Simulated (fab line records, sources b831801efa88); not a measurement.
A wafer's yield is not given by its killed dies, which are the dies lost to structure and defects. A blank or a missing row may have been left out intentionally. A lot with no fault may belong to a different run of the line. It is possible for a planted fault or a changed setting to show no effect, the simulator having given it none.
Split-lot trial | flow sky130 | route with 708 steps; 5 lots, 23 wafers read

## THE SPLIT
At SKY_VIA1_CVD_21 (deposits W, target thk 270 nm, time 80.902 s), the setting pressure_torr was moved away from the recipe's 40 Torr on 20 of the 23 wafers read, by -6.3% to +5.9%. For the rest of the wafers, this setting stayed at what the recipe calls for.

The reading comes from the split's own step.

## THE READING
W_of_VIA1_CVD_21.thk_nm (the simulator's own value, which no gauge read), in nm, at SKY_VIA1_CVD_21 (deposits W, target thk 270 nm, time 80.902 s). The file does not state a usual value for it. Here, 3 wafers ran the recipe; their average is 272.4 nm with a standard deviation of 1.8 nm.

wafer  | tool, chamber at the split | pressure_torr as run, Torr | against the recipe | W_of_VIA1_CVD_21.thk_nm, nm | against lot-mates on the recipe
L074.1 | cvd_w-02, 1                | 42.37                      | +5.9%              | 279.4                       | no lot-mate on the recipe
L074.2 | cvd_w-02, 0                | 42.37                      | +5.9%              | 279.5                       | no lot-mate on the recipe
L074.3 | cvd_w-02, 0                | 42.37                      | +5.9%              | 280.7                       | no lot-mate on the recipe
L074.4 | cvd_w-02, 1                | 42.37                      | +5.9%              | 280.5                       | no lot-mate on the recipe
L074.6 | cvd_w-02, 1                | 42.37                      | +5.9%              | 280.4                       | no lot-mate on the recipe
L078.1 | cvd_w-02, 1                | 42.27                      | +5.7%              | 281.4                       | no lot-mate on the recipe
L078.2 | cvd_w-02, 0                | 42.27                      | +5.7%              | 279.8                       | no lot-mate on the recipe
L078.4 | cvd_w-02, 1                | 42.27                      | +5.7%              | 280                         | no lot-mate on the recipe
L078.5 | cvd_w-02, 0                | 42.27                      | +5.7%              | 288.5                       | no lot-mate on the recipe
L078.6 | cvd_w-02, 1                | 42.27                      | +5.7%              | 282                         | no lot-mate on the recipe
L081.2 | cvd_w-01, 1                | 40                         | recipe             | 273.1                       | -
L081.3 | cvd_w-01, 1                | 40                         | recipe             | 270                         | -
L081.6 | cvd_w-01, 1                | 40                         | recipe             | 274.2                       | -
L083.1 | cvd_w-02, 0                | 37.49                      | -6.3%              | 266.1                       | no lot-mate on the recipe
L083.2 | cvd_w-02, 1                | 37.49                      | -6.3%              | 267.7                       | no lot-mate on the recipe
L083.4 | cvd_w-02, 0                | 37.49                      | -6.3%              | 264.7                       | no lot-mate on the recipe
L083.5 | cvd_w-02, 0                | 37.49                      | -6.3%              | 263.6                       | no lot-mate on the recipe
L083.6 | cvd_w-02, 1                | 37.49                      | -6.3%              | 265.5                       | no lot-mate on the recipe
L085.1 | cvd_w-01, 1                | 42.12                      | +5.3%              | 273.9                       | no lot-mate on the recipe
L085.2 | cvd_w-01, 0                | 42.12                      | +5.3%              | 276.2                       | no lot-mate on the recipe
L085.3 | cvd_w-01, 0                | 42.12                      | +5.3%              | 279.8                       | no lot-mate on the recipe
L085.4 | cvd_w-01, 1                | 42.12                      | +5.3%              | 278.1                       | no lot-mate on the recipe
L085.6 | cvd_w-01, 1                | 42.12                      | +5.3%              | 274.9                       | no lot-mate on the recipe

THE FIT
A straight line over all 23 wafers: W_of_VIA1_CVD_21.thk_nm changes by +1.2 nm for each +1% of pressure_torr; r = +0.91; the points scatter about the line by 2.8 nm.
Too few moved wafers have a lot-mate on the recipe to fit a line with each lot's own level taken away.

## THE FILE'S OWN FIT
W_of_VIA1_CVD_21.thk_nm changes by +1.2 nm for each +1% of pressure_torr, r = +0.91.
